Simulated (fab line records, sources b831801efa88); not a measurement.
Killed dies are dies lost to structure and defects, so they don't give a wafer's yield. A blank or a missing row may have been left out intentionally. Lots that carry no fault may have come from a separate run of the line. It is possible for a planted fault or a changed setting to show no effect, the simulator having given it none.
8D (eight disciplines) problem report, filled in by code -- flow gf180mcu -- the parts of the form that need people (team, actions taken, sign-off) are left out

## 1. THE PROBLEM
Mean MVPSD_TW at GF_MVPSD_TW_MEAS_11: 611.2 over 6 wafers in 2 lots; fault-free wafers: 556.9, standard deviation 2.4. That is +23 standard deviations from the usual mean.
The first sign was on wafer L162.1 at day 7 12:28, on film metro-03. The record has a number at this step for 39 wafers belonging to 13 lots. Rule for "out", or "out of limits": more than 4 standard deviations from the usual mean. Any other wafer with a number is counted as sound.

## 2. WHAT IT IS; WHAT IT IS NOT
question,is,is not
which readings at this step,MVPSD_TW,-
which lots,"L162, L167","L152, L153, L154, L155, L159, L160, L161, L164, L166, L168, L173"
which wafers of those lots,all that have a number,-
read on which gauges,"film metro-02, film metro-03",-
when,from day 7 12:28,"up to then (21 sound wafers); but 12 sound wafers of L164, L166, L168, L173 came after"

## 3. SUSPECTS, AND WHAT RULES EACH OUT
Counting: any tool at a process step up to the reading is kept as a suspect provided that every lot that is out went through it and no sound lot did after the first of them.
- the gauge at GF_MVPSD_TW_MEAS_11: ruled out. The wafers that are out were read on 2 gauges (film metro-02, film metro-03).
- implanter-04 at GF_MVPSD_IMPLANT_08: kept. It processed each lot that is out, first L162 at day 7 12:04, and no sound lot thereafter; up to then, the last sound lot it processed was L161 at day 7 03:47. On those wafers its own readings are out: tilt deg.
The count leaves implanter-04 at GF_MVPSD_IMPLANT_08.

## 4. THE CAUSE (what the simulator had put in)
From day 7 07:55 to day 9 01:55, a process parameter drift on implanter-04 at GF_MVPSD_IMPLANT_08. From 0, the setting tilt deg moved by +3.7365. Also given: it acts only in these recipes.
Counting left only this tool.

## 5. THE EFFECT CHAIN, in route order
One row per reading whose mean, taken over the struck wafers that have a number, lies over 3 standard deviations from the usual. Only readings for which the record gives a usual standard deviation are gone through. hours: the time from each lot's start at the first step in this table that gives one to its start at this step, as a median over the lots. sigmas: the change in usual standard deviations.
hours,step,reading,usual,on struck wafers,change,sigmas
0,GF_MVPSD_IMPLANT_08,tilt deg,0.001 degrees,3.732,+3.731,+99 or more
0,GF_MVPSD_TW_MEAS_11,MVPSD_TW,556.9,611.2,+54.3,+23
71,GF_VT_IMPLANT_RS_MEAS_49,MVPSD_RS,1168 ohm/sq,1337,+169,+48
It contains these process steps:
- GF_MVPSD_IMPLANT_08
Later steps that measure or inspect, where all struck wafers having a row at the step show a number for every such reading and not one has moved that far: GF_VT_IMPLANT_OVL_MEAS_29.

## 6. HOW IT WOULD HAVE BEEN CAUGHT EARLIER
Counted from the fault's start at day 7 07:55, it took 5 hours until the first out-of-limits reading at a measuring or inspecting step in this record, taken at day 7 12:28.
Tool's own readings at GF_MVPSD_IMPLANT_08, tilt deg: out on all struck wafers the step has rows for; an alarm limit on them would have tripped on the first.
Of the lots that are out (2), L167 began GF_MVPSD_IMPLANT_08 on implanter-04 after day 7 12:28. Putting the tool on hold at that point would have spared it.
